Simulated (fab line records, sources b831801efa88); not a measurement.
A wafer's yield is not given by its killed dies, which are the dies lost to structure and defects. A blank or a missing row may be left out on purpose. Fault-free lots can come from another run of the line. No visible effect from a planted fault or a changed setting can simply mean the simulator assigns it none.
Comparing a struck lot with a sound one / flow sky130 / 14 out of 708 route steps
Sound: the wafers L264.3, L264.4, L264.5. Wafers L255.3, L255.4, L255.6 were the ones struck. The cause is given at the end.
At each step with rows: each side's tool, then ch and its chambers, then its first start. Under that, the readings that differ: sound wafers / struck wafers / difference of the means / sigmas: that difference in standard deviations of wafers without a fault.
alike: words and numbers the same on both sides, and readings whose means are apart by under 2 such deviations; not compared: readings that were withheld, readings missing a value for some wafer, numbers with overlapping values and no deviation given by the record, and bounds like >300 which may hide the same value.
A row with sigmas, a row that says differs or no value, or rows on one side alone: a step with any of these is where the two part. Numbers that have no deviation but don't overlap get no sigmas and don't part them. Lack of a reading on every wafer of one side parts them only where that side has two or more wafers.

first, 2 steps without rows for these wafers: SKY_METAL2_CLEAN_23 (cleans in O3/DIW); SKY_VIA2_HDPCVD_00 (deposits SiO2, target thk 1180 nm, time 196.7 s).
SKY_VIA2_THK_MEAS_01:
  sound on film_metro-03 at day 39 01:25; struck on film_metro-02 at day 36 11:02
  alike: VIA2_HDPCVD_THK
SKY_VIA2_CMP_02: polishes SiO2.
  sound on cmp-02 ch 0,1, day 39 01:28; struck on cmp-02 ch 0,1, day 36 11:04
  alike: motor_current_A
SKY_VIA2_BOW_MEAS_03:
  sound on film_metro-04 at day 39 01:48; struck on film_metro-03 at day 36 11:25
  alike: VIA2_BOW
then, 7 steps without rows for these wafers: SKY_VIA2_DEHYDRATE_04 (time 60 s); SKY_VIA2_HMDS_05 (prime time 60 s); SKY_VIA2_COAT_06 (resist thk 60 nm); SKY_VIA2_COAT_07 (resist thk 450 nm); SKY_VIA2_SOFTBAKE_08 (time 90 s); SKY_VIA2_EXPOSE_09 (exposes mask VIM2, target cd 200 nm); SKY_VIA2_PEB_10.
SKY_VIA2_DEVELOP_11: develop time 62.84 s.
  struck on litho_track-01, day 37 13:00; sound on litho_track-04 ch 0, day 40 01:00
  no value came back on the struck wafers for chill_plate_temp_C (C), develop_time_s (s); on the sound wafers chill_plate_temp_C (C) reads 23.07 23.10 22.99
reading=model.KrF-thick_of_VIA2_COAT_07.thk_nm (nm); sound=435.4 436.4 436.5; struck=450.6 449.1 449.5; difference=+13.6; sigmas=
SKY_VIA2_CD_MEAS_12 targets a cd of 200 nm.
  sound on cd_sem-01 at day 40 01:55; struck on cd_sem-01 at day 37 13:22
reading=cd_nm (nm); sound=198.4 200.2 198.0; struck=- - -; difference=no value on the struck wafers; sigmas=

== WHERE THEY PART ==
Earliest at SKY_VIA2_DEVELOP_11; latest, in this record, at SKY_VIA2_CD_MEAS_12.

WHY: whatever the simulator had introduced
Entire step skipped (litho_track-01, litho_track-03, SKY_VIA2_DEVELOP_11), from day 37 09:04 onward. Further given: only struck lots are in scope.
